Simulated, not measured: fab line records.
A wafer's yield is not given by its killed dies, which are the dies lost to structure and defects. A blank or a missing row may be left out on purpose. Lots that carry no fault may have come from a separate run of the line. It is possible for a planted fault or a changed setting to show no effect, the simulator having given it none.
Comparing a struck lot with a sound one ; flow sky130 ; 21 out of 708 route steps
Sound: these wafers, L248.1, L248.4, L248.5. Struck: wafers L240.1, L240.3. (L240.5 of the same lot was not struck and is left out.) The cause comes at the end.
Each step with rows lists, per side, the tool, then ch with its chambers, then its first start. Under that, the readings that differ: sound wafers ; struck wafers ; difference of the means ; sigmas: that difference in standard deviations of wafers without a fault.
alike: readings with means less than 2 such deviations apart, plus words and numbers identical on both sides. not compared: withheld readings, readings lacking a value on some wafer, bounds such as >300 that could conceal the same value, and numbers that have no deviation in the record and whose values overlap.
A row with sigmas, a row that says differs or no value, or rows on one side alone: a step with any of these is where the two part. Numbers that don't overlap but have no deviation are shown without sigmas and don't part them. A reading that every wafer of one side lacks parts them only if that side has two wafers or more.

first, 11 steps without rows for these wafers: SKY_CAP2M_DEVELOP_11 (develop time 60 s); SKY_CAP2M_METAL_ETCH_13 (etches TiN in Cl2/BCl3, stops on SiO2, target depth 220 nm, time 62.9 s); SKY_CAP2M_STRIP_14 (strips in O2/N2); SKY_CAP2M_STRIP_15 (strips in post etch residue remover, time 1200 s); SKY_CAP2M_CLEAN_16 (cleans in IPA, time 180 s); SKY_CAP2M_CLEAN_17 (cleans in O3/DIW); SKY_METAL4_DEHYDRATE_05 (time 60 s); SKY_METAL4_HMDS_06 (prime time 60 s); SKY_METAL4_COAT_07 (resist thk 60 nm); SKY_METAL4_COAT_08 (resist thk 1140 nm); SKY_METAL4_SOFTBAKE_09 (time 90 s).
SKY_METAL4_EXPOSE_10: exposes mask MM4, target cd 300 nm.
  sound on krf_scanner-02 ch 0, day 46 11:44; struck on krf_scanner-01 ch 0, day 44 08:30
  alike: mask
then, 2 steps without rows for these wafers: SKY_METAL4_PEB_11; SKY_METAL4_DEVELOP_12 (develop time 60 s).
SKY_METAL4_CD_MEAS_13: target cd 300 nm.
  sound on cd_sem-02, day 46 21:39; struck on cd_sem-02, day 44 19:42
reading;sound;struck;difference;sigmas
cd_nm (nm);300.9 299.3 299.3;222.5 221.0;-78.1;-60
SKY_METAL4_DESCUM_15: chemistry O2, time 8 s.
  sound on rie_metal-02 ch 0,1, day 46 21:48; struck on rie_metal-03 ch 0, day 44 19:52
reading;sound;struck;difference;sigmas
model.METAL4.cd_nm (nm);300.9 299.2 299;222.2 220.7;-78.2;
  alike: drypump_motor_current_A, oes_product_au, rf_fwd_power_W
  not compared: rf_hours_counter_h
then, 2 steps without rows for these wafers: SKY_METAL4_ETCH_16 (etches BARC in N2/H2, stops on SiO2, time 88.2 s, target depth 60 nm); SKY_METAL4_ETCH_17 (etches SiO2 in C4F8/O2/Ar, stops on TiN, time 3.9 s, target depth 15 nm).
SKY_METAL4_METAL_ETCH_18: etches the open film in Cl2/BCl3, stops on SiO2, target depth 845 nm, time 183.1 s.
  sound on rie_metal-01 ch 1, day 46 21:57; struck on rie_metal-01 ch 0,1, day 44 20:01
reading;sound;struck;difference;sigmas
model.METAL4.cd_nm (nm);301.9 300.8 299.4;220.8 216.9;-81.8;
  alike: drypump_motor_current_A, oes_product_au, rf_fwd_power_W, throttle_valve_pct
  not compared: rf_hours_counter_h
then, 1 step without rows for these wafers: SKY_METAL4_STRIP_19 (strips in O2/N2).
-- the record jumps here: 4 days lie between the struck wafers' starts before and after (it left off in module METAL4 and takes up again in module PAD_OPEN, whose first step shown is number 708 of the route) --
SKY_PAD_OPEN_PROBE_99:
  record: rows for the struck wafers here (prober-02, day 48 10:37), none for the sound ones

## WHERE THEY PART
At SKY_METAL4_CD_MEAS_13 first; at SKY_PAD_OPEN_PROBE_99 last (within this record only).

WHY: what the simulator had put in
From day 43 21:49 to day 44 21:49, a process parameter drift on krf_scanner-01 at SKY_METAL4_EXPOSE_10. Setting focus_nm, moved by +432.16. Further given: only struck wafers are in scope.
